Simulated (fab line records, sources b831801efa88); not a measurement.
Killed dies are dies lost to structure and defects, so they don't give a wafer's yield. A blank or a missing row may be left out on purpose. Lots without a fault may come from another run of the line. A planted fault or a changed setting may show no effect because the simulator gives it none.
Chamber matching | flow gf180mcu | GF_V5_ETCH_16 on rie_diel-01: 4 sister chambers
The step etches BARC in N2/H2. 14 wafers are shown with their chamber, then 7 later ones without.

WAFERS WITH THEIR CHAMBER
wafer  | chamber | drypump_motor_current_A (A) | throttle_valve_pct (%) | oes_product_au (a.u.)
L959.4 | 3       | 5.9                         | 13.229                 | 0.861
L959.5 | 1       | 5.9                         | 13.223                 | 0.855
L959.6 | 0       | 5.9                         | 13.223                 | 0.859
L961.3 | 1       | 5.9                         | 13.221                 | 0.867
L961.5 | 3       | 6.0                         | 13.219                 | 0.851
L961.6 | 2       | 5.8                         | 13.244                 | 0.854
L963.1 | 0       | 6.0                         | 13.220                 | 0.855
L963.2 | 3       | 6.0                         | 13.227                 | 0.860
L963.3 | 1       | 5.9                         | 13.237                 | 0.861
L970.3 | 1       | 6.0                         | 13.216                 | 0.855
L970.4 | 2       | 5.8                         | 13.222                 | 0.860
L970.5 | 2       | 5.8                         | 13.228                 | 0.854
L971.1 | 3       | 6.0                         | 13.219                 | 0.857
L971.4 | 1       | 5.9                         | 13.214                 | 0.860

SIGNATURES (means of the wafers above)
reading                 | chamber 0 | chamber 1 | chamber 2 | chamber 3 | scatter within a chamber
drypump_motor_current_A | 5.950     | 5.920     | 5.800     | 5.975     | 0.0453
throttle_valve_pct      | 13.22150  | 13.22220  | 13.23133  | 13.22350  | 0.0082
oes_product_au          | 0.85700   | 0.85960   | 0.85600   | 0.85725   | 0.00438
Rule: a wafer's distance from a chamber is the root of the sum, over the readings, of the square of ((its reading less the chamber's mean) divided by the reading's scatter). The wafer belongs to the nearest chamber; if the next one is less than 2 further off, it can't be placed. The scatter: the root of (the sum of the squares of (reading less its chamber's mean) over the shown wafers, divided by (wafers less chambers)).

WAFERS WITHOUT THEIR CHAMBER
wafer  | drypump_motor_current_A (A) | throttle_valve_pct (%) | oes_product_au (a.u.)
L971.5 | 6.0                         | 13.222                 | 0.849
L979.2 | 6.0                         | 13.220                 | 0.857
L979.4 | 6.0                         | 13.218                 | 0.851
L979.5 | 6.0                         | 13.220                 | 0.849
L980.1 | 6.0                         | 13.232                 | 0.851
L980.4 | 6.0                         | 13.227                 | 0.860
L980.6 | 5.9                         | 13.224                 | 0.853

WHICH CHAMBER EACH WENT THROUGH
wafer  | from the rows above               | in truth
L971.5 | can't be placed: 3 or 0 or 1      | 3
L979.2 | can't be placed: 3 or 0 or 1      | 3
L979.4 | can't be placed: 3 or 0 or 1      | 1
L979.5 | can't be placed: 3 or 0 or 1      | 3
L980.1 | can't be placed: 3 or 0 or 1      | 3
L980.4 | can't be placed: 3 or 0 or 1      | 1
L980.6 | can't be placed: 0 or 1 or 3 or 2 | 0
Placed correctly: 0 of 7. Can't be placed from these rows: 7 (the true chamber is among the candidates in 7). Placed wrongly: 0.
